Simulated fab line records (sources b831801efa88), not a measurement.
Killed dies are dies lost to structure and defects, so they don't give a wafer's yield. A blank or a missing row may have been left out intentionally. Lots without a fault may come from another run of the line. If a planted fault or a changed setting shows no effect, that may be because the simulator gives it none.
Which tool is to blame? -- flow sky130 -- 11 lots with 33 wafers sampled at 6 steps, on a route of 708 steps

== WHAT THE GAUGES READ, wafer by wafer ==
SKY_VIA1_RS_MEAS_22: uses a four-point probe to measure.
lot,measured,on,VIA1_W_RS (ohm/sq)
L959,day 34 10:07,film_metro-02,0.419 0.427 0.420
L963,day 35 05:07,film_metro-03,0.433 0.431 0.438
L966,day 36 13:53,film_metro-03,0.427 0.427 0.425
L967,day 36 19:14,film_metro-03,0.424 0.430 0.431
L968,day 37 03:59,film_metro-03,0.408 0.410 0.403
L969,day 37 13:26,film_metro-01,0.405 0.404 0.405
L970,day 37 20:38,film_metro-01,0.403 0.396 0.401
L978,day 40 05:04,film_metro-01,0.430 0.429 0.432
L979,day 40 14:19,film_metro-02,0.419 0.419 0.428
L980,day 40 16:34,film_metro-02,0.431 0.431 0.426
L981,day 40 19:18,film_metro-03,0.428 0.428 0.419

SKY_VIA1_THK_MEAS_23: measures by xrf.
lot,measured,on,VIA1_W_THK (nm)
L959,day 34 10:13,film_metro-02,281 278 280
L963,day 35 05:14,film_metro-03,270 272 266
L966,day 36 14:00,film_metro-03,273 276 274
L967,day 36 19:21,film_metro-03,276 271 270
L968,day 37 04:06,film_metro-03,286 287 289
L969,day 37 13:33,film_metro-01,290 291 291
L970,day 37 20:44,film_metro-01,293 298 294
L978,day 40 05:11,film_metro-01,272 273 269
L979,day 40 14:26,film_metro-02,281 280 274
L980,day 40 16:41,film_metro-02,272 273 277
L981,day 40 19:25,film_metro-03,271 270 277

SKY_METAL2_RS_MEAS_05: uses a four-point probe to measure.
lot,measured,on,METAL2_ALCU_RS (ohm/sq)
L959,day 34 10:55,film_metro-01,0.1283 0.1283 0.1285
L963,day 35 05:44,film_metro-01,0.1276 0.1273 0.1278
L966,day 36 14:32,film_metro-01,0.1270 0.1268 0.1270
L967,day 36 19:52,film_metro-02,0.1247 0.1240 0.1244
L968,day 37 04:36,film_metro-02,0.1249 0.1256 0.1257
L969,day 37 14:04,film_metro-01,0.1288 0.1293 0.1272
L970,day 37 21:15,film_metro-04,0.1255 0.1257 0.1246
L978,day 40 05:41,film_metro-02,0.1274 0.1245 0.1259
L979,day 40 14:56,film_metro-02,0.1256 0.1258 0.1251
L980,day 40 17:11,film_metro-01,0.1259 0.1255 0.1256
L981,day 40 19:55,film_metro-04,0.1260 0.1275 0.1265

== TOOL THAT RAN EACH LOT (tool first, then ch and the chambers of the sampled wafers, then the start) ==
lot,SKY_VIA1_CVD_21,SKY_METAL2_SPUTTER_01,SKY_METAL2_SPUTTER_04
L959,"cvd_w-01 ch 0,1, day 34 10:01","pvd_sputter-02, day 34 10:46","pvd_sputter-02, day 34 10:50"
L963,"cvd_w-02 ch 0,1, day 35 05:01","pvd_sputter-02, day 35 05:36","pvd_sputter-02, day 35 05:40"
L966,"cvd_w-02 ch 0,1, day 36 13:46","pvd_sputter-01, day 36 14:23","pvd_sputter-01, day 36 14:28"
L967,"cvd_w-02 ch 0,1, day 36 19:08","pvd_sputter-03, day 36 19:43","pvd_sputter-03, day 36 19:47"
L968,"cvd_w-02 ch 0,1, day 37 03:53","pvd_sputter-03, day 37 04:29","pvd_sputter-03, day 37 04:34"
L969,"cvd_w-02 ch 0,1, day 37 13:19","pvd_sputter-03, day 37 13:55","pvd_sputter-03, day 37 13:59"
L970,"cvd_w-02 ch 1, day 37 20:28","pvd_sputter-01, day 37 21:05","pvd_sputter-01, day 37 21:10"
L978,"cvd_w-01 ch 0,1, day 40 04:59","pvd_sputter-02, day 40 05:34","pvd_sputter-02, day 40 05:38"
L979,"cvd_w-01 ch 0,1, day 40 14:14","pvd_sputter-01, day 40 14:49","pvd_sputter-01, day 40 14:53"
L980,"cvd_w-01 ch 0,1, day 40 16:29","pvd_sputter-01, day 40 17:04","pvd_sputter-01, day 40 17:08"
L981,"cvd_w-01 ch 0,1, day 40 19:11","pvd_sputter-02, day 40 19:47","pvd_sputter-02, day 40 19:51"
- SKY_VIA1_CVD_21: deposits W, target thk 270 nm, time 80.902 s.
- SKY_METAL2_SPUTTER_01: material TiN, target thk 20 nm, time 16.7 s.
- SKY_METAL2_SPUTTER_04: material TiN, target thk 70 nm, time 58.3 s.

== AS READ BY THE TOOLS THEMSELVES (means over the sampled wafers that have a number; for cases with no such wafer, the mark the record gives instead) ==
SKY_VIA1_CVD_21.
lot,tool,chamber_pressure_Torr (Torr),heater_power_w (W)
L959,cvd_w-01,39.95,807
L963,cvd_w-02,39.84,808
L966,cvd_w-02,40.01,817
L967,cvd_w-02,40.01,820
L968,cvd_w-02,44.29,816
L969,cvd_w-02,44.23,804
L970,cvd_w-02,44.17,830
L978,cvd_w-01,39.93,809
L979,cvd_w-01,40.05,799
L980,cvd_w-01,39.96,786
L981,cvd_w-01,40.07,784

SKY_METAL2_SPUTTER_01.
lot,tool,cathode_dc_power_W (W),throttle_valve_pct (%)
L959,pvd_sputter-02,6500.1,28.4
L963,pvd_sputter-02,6500.8,29.0
L966,pvd_sputter-01,6500.6,29.8
L967,pvd_sputter-03,6498.9,29.8
L968,pvd_sputter-03,6501.2,30.8
L969,pvd_sputter-03,6500.5,30.3
L970,pvd_sputter-01,6499.3,29.4
L978,pvd_sputter-02,6500.8,29.1
L979,pvd_sputter-01,6498.8,29.4
L980,pvd_sputter-01,6500.0,29.3
L981,pvd_sputter-02,6498.8,28.4

SKY_METAL2_SPUTTER_04.
lot,tool,cathode_dc_power_W (W),throttle_valve_pct (%)
L959,pvd_sputter-02,6500.1,28.5
L963,pvd_sputter-02,6500.3,29.2
L966,pvd_sputter-01,6501.1,29.7
L967,pvd_sputter-03,6499.6,29.7
L968,pvd_sputter-03,6500.3,31.0
L969,pvd_sputter-03,6500.8,30.3
L970,pvd_sputter-01,6500.3,29.3
L978,pvd_sputter-02,6498.7,29.1
L979,pvd_sputter-01,6500.4,29.4
L980,pvd_sputter-01,6500.7,29.3
L981,pvd_sputter-02,6500.3,28.4

== THE ANSWER, worked out from the rows above alone ==
Rule: the lots themselves supply what counts as usual. Put in order of their means at a reading, lots are off if they are a third of the lots or fewer, leave a main group of 4 or more, and stand apart from it by a gap of 3 or more times the standard deviation of the main group's means; of several such gaps the widest counts. A main group is skipped when, at the precision printed for the reading in the tables above, its means are all equal. A lot without any number at a reading at which 4 lots or more have one is off too. Where the step has rows for the other lots, those lots are counted as sound. First the gauges in route order, then the tools' own readings, where a lot's mean is used as printed above. The first step at which some lot is off is used, and at that step the reading that is off furthest; a lot without a number counts as furthest.
Off: at SKY_VIA1_RS_MEAS_22 (VIA1_W_RS), L968, L969, L970. The main group has a mean of 0.427 ohm/sq with a standard deviation of 0.0039.
A tool fits if, at a process step before that reading, it ran every lot that is off, and no sound lot after the first of them. Not tried: the gauges at SKY_VIA1_RS_MEAS_22; whatever is off there is also off at SKY_VIA1_CVD_21, on other tools, and gauge error can't account for it. One fits: cvd_w-02 at SKY_VIA1_CVD_21. A fault onset in the window from L967 (day 36 19:08, its last sound lot) to L968 (day 37 03:53, its first lot off) fits.
On the lots that are off, the tool's own readings at SKY_VIA1_CVD_21 differ by more than 5 times the standard deviation of the sound lots' means, which bears it out; chamber_pressure_Torr reads 44.23 Torr there versus 39.98 Torr on the sound lots.

== WHAT THE SIMULATOR HAD INSERTED ==
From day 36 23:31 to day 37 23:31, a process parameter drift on cvd_w-02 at SKY_VIA1_CVD_21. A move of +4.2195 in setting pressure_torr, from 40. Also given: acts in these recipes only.
Shown lots that were struck: L968, L969, L970. The rule above found the same.
